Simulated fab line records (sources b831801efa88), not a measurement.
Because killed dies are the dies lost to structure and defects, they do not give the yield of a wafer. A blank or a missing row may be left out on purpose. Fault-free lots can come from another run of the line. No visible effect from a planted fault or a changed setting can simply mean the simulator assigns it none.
A lot that was struck, set against a sound lot -- flow sky130 -- 15 steps out of a route of 708
Sound: these wafers, L985.3, L985.4, L985.6. Wafers L990.2, L990.4, L990.5 were the ones struck. The cause comes at the end.
Each step with rows lists, per side, the tool, then ch with its chambers, then its first start. Under that, the readings that differ: sound wafers -- struck wafers -- difference of the means -- sigmas: that difference in standard deviations of wafers without a fault.
alike: same words and numbers on both sides, and readings whose means sit less than 2 such deviations apart. not compared: any withheld reading, any reading some wafer has no value for, any bound like >300 that may hide the same value, and any number with overlapping values for which the record gives no deviation.
The two part at a step that has a row with sigmas, a row that says differs or no value, or rows on one side only. When numbers do not overlap yet have no deviation, they are printed without sigmas and do not part them. Lack of a reading on every wafer of one side parts them only where that side has two or more wafers.

SKY_METAL4_CD_MEAS_13: target cd 300 nm.
  sound on cdSem-02 at day 43 16:08; struck on cdSem-02 at day 45 01:43
  alike: cdNm
SKY_METAL4_OVL_MEAS_14:
  sound on overlay-01 at day 43 16:13; struck on overlay-02 at day 45 01:49
  alike: METAL4_OVL
SKY_METAL4_DESCUM_15: chemistry O2, time 8 s.
  sound on rieMetal-02 ch 0,1, day 43 16:16; struck on rieMetal-03 ch 0,1, day 45 01:51
  alike: drypumpMotorCurrentA, heBacksideLeakSccm, oesProductAu
  not compared: rfHoursCounterH
SKY_METAL4_ETCH_16: etches BARC in N2/H2, stops on SiO2, time 88.2 s, target depth 60 nm.
  sound on rieMetal-02 ch 0,1, day 43 16:19; struck on rieMetal-03 ch 0,1, day 45 01:53
  alike: biasW, drypumpMotorCurrentA, h2FlowSccm, heBacksideLeakSccm, oesProductAu, throttleValvePct
  not compared: rfHoursCounterH
SKY_METAL4_ETCH_17: etches SiO2 in C4F8/O2/Ar, stops on TiN, time 3.9 s, target depth 15 nm.
  sound on rieDiel-01 ch 0,2, day 43 16:23; struck on rieDiel-03 ch 1,2,3, day 45 01:59
  alike: biasW, oesProductAu
  not compared: rfHoursCounterH
SKY_METAL4_METAL_ETCH_18: etches the open film in Cl2/BCl3, stops on SiO2, target depth 845 nm, time 183.1 s.
  sound on rieMetal-03 ch 0,1, day 43 16:27; struck on rieMetal-04 ch 0,1, day 45 02:00
  alike: biasW, drypumpMotorCurrentA, heBacksideLeakSccm, oesProductAu, throttleValvePct
  not compared: rfHoursCounterH
SKY_METAL4_STRIP_19: strips in O2/N2.
  sound on plasmaAsher-04 ch 0,1, day 43 16:37; struck on plasmaAsher-01 ch 0,1, day 45 02:11
  alike: drypumpMotorCurrentA, oesProductAu, stripTimeToEndpointS
  not compared: rfHoursCounterH
then, 4 steps without rows for these wafers: SKY_METAL4_STRIP_20 (strips in post etch residue remover, time 1200 s); SKY_METAL4_CLEAN_21 (cleans in IPA, time 180 s); SKY_METAL4_CLEAN_22 (cleans in O3/DIW); SKY_VIA4_HDPCVD_00 (deposits SiO2, target thk 1750 nm, time 291.7 s).
SKY_VIA4_THK_MEAS_01:
  sound on filmMetro-03 at day 43 17:25; struck on filmMetro-04 at day 45 02:58
  alike: VIA4_HDPCVD_THK
SKY_VIA4_CMP_02: polishes SiO2.
  sound on cmp-02 ch 0,1, day 43 17:29; struck on cmp-02 ch 0,1,2, day 45 03:03
  no value came back on the struck wafers for any of 5 readings (edgeZonePressureFrac, headPressurePsi (psi) and others); on the sound wafers edgeZonePressureFrac reads 0.998 1.003 1.000
reading,sound,struck,difference,sigmas
model.SiO2_of_VIA4_HDPCVD_00.thkNm (nm),579.7 579.5 580.5,1767 1754 1773,+1185,
SKY_VIA4_BOW_MEAS_03:
  sound on filmMetro-02 at day 43 17:49; struck on filmMetro-03 at day 45 03:44
reading,sound,struck,difference,sigmas
VIA4_BOW (um),73 71 72,- - -,no value on the struck wafers,
  not compared: hold
SKY_PAD_OPEN_PROBE_99:
  the record has rows for the sound wafers here (prober-01, day 47 10:49) and none for the struck ones

## WHERE THEY PART
Last at SKY_PAD_OPEN_PROBE_99 as far as this record goes, first at SKY_VIA4_CMP_02.

WHY: whatever the simulator had introduced
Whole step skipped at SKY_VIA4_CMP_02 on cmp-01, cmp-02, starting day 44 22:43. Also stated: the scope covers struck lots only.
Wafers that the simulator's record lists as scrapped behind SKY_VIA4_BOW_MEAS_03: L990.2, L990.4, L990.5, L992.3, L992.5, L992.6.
